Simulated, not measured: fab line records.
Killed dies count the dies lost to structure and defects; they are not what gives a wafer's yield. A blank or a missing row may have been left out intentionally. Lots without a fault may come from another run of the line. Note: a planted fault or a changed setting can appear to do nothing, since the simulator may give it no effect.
Comparing a struck lot with a sound one || flow sky130 || 18 steps out of a route of 708
Sound: these wafers, L321.1, L321.2, L321.3. Wafers struck: L323.1, L323.2, L323.3. The cause is named last.
Per side, at each step with rows, come the tool, then ch with its chambers, and then its first start. Under that, the readings that differ: sound wafers || struck wafers || difference of the means || sigmas: that difference in standard deviations of wafers without a fault.
alike: a reading whose means differ by less than 2 such deviations, as well as words and numbers matching on both sides. not compared: withheld readings; readings where some wafer has no value; bounds like >300 that might hide an equal value; numbers whose values overlap and for which the record gives no deviation.
Wherever a step has rows on one side only, a row that says differs or no value, or a row with sigmas, the two part there. Non-overlapping numbers with no deviation appear without sigmas and do not part them. A reading that every wafer of one side lacks parts them only if that side has two wafers or more.

first, 4 steps without rows for these wafers: SKY_PWDE_SOFTBAKE_03; SKY_PWDE_EXPOSE_04 (exposes mask PWDEM, target cd 840 nm); SKY_PWDE_PEB_05; SKY_PWDE_DEVELOP_06 (develop time 60 s).
SKY_PWDE_OVL_MEAS_07:
  sound on overlay-01 at day 5 08:35; struck on overlay-01 at day 5 12:36
  alike: PWDE_OVL
then, 1 step without rows for these wafers: SKY_PWDE_IMPLANT_08.
SKY_PWDE_STRIP_09: strips in O2/N2.
  sound on plasma asher-03 ch 0,1, day 5 08:47; struck on plasma asher-04 ch 0,1, day 5 12:47
{"reading": "drypump motor current A (A)", "sound": "5.6 5.5 5.6", "struck": "6.3 6.8 6.8", "difference": "+1.1", "sigmas": "+2"}
  alike: oes product au, strip time to endpoint s
  not compared: rf hours counter h
SKY_PWDE_TW_MEAS_10:
  sound on film metro-02 at day 5 08:53; struck on film metro-03 at day 5 12:53
  alike: PWDE_TW
then, 4 steps without rows for these wafers: SKY_NWELL_DEHYDRATE_03 (time 60 s); SKY_NWELL_HMDS_04 (prime time 60 s); SKY_NWELL_COAT_05 (resist thk 2947 nm); SKY_NWELL_SOFTBAKE_06.
SKY_NWELL_EXPOSE_07: exposes mask NWM, target cd 840 nm.
  sound on iline stepper-02 ch 0, day 5 17:50; struck on iline stepper-02 ch 0, day 5 22:42
{"reading": "model.NWELL.overlay x nm (nm)", "sound": "-0.005449 -0.005449 -0.005449", "struck": "288.1 288.1 288.1", "difference": "+288.1", "sigmas": ""}
  alike: mask, exposure dose mJ cm2, focus offset nm
then, 2 steps without rows for these wafers: SKY_NWELL_PEB_08; SKY_NWELL_DEVELOP_09 (develop time 60 s).
SKY_NWELL_OVL_MEAS_10:
  sound on overlay-02 at day 6 03:47; struck on overlay-01 at day 6 08:12
{"reading": "NWELL_00_OVL (nm)", "sound": "-0.6 -1.7 -0.3", "struck": "288.6 286.9 286.5", "difference": "+288.2", "sigmas": "+99 or more"}
then, 1 step without rows for these wafers: SKY_NWELL_IMPLANT_11.
-- the record jumps here: 42 days lie between the struck wafers' starts before and after (it left off in module NWELL and takes up again in module PAD_OPEN, whose first step shown is number 708 of the route) --
SKY_PAD_OPEN_PROBE_99:
  sound on prober-01 at day 47 17:28; struck on prober-02 at day 48 00:55
{"reading": "killed at front end", "sound": "25 20 27", "struck": "417 417 417", "difference": "+393", "sigmas": "+84"}
{"reading": "killed dies", "sound": "104 91 112", "struck": "492 492 492", "difference": "+390", "sigmas": "+41"}
{"reading": "killed on rim", "sound": "20 18 20", "struck": "96 96 96", "difference": "+77", "sigmas": "+20"}
  alike: killed_at_M0_to_M3, killed_at_M4_up, killed at contacts, killed at other, killed open, killed short

WHERE THEY PART
At SKY_PWDE_STRIP_09 first; at SKY_PAD_OPEN_PROBE_99 last (within this record only).

WHY: whatever the simulator had introduced
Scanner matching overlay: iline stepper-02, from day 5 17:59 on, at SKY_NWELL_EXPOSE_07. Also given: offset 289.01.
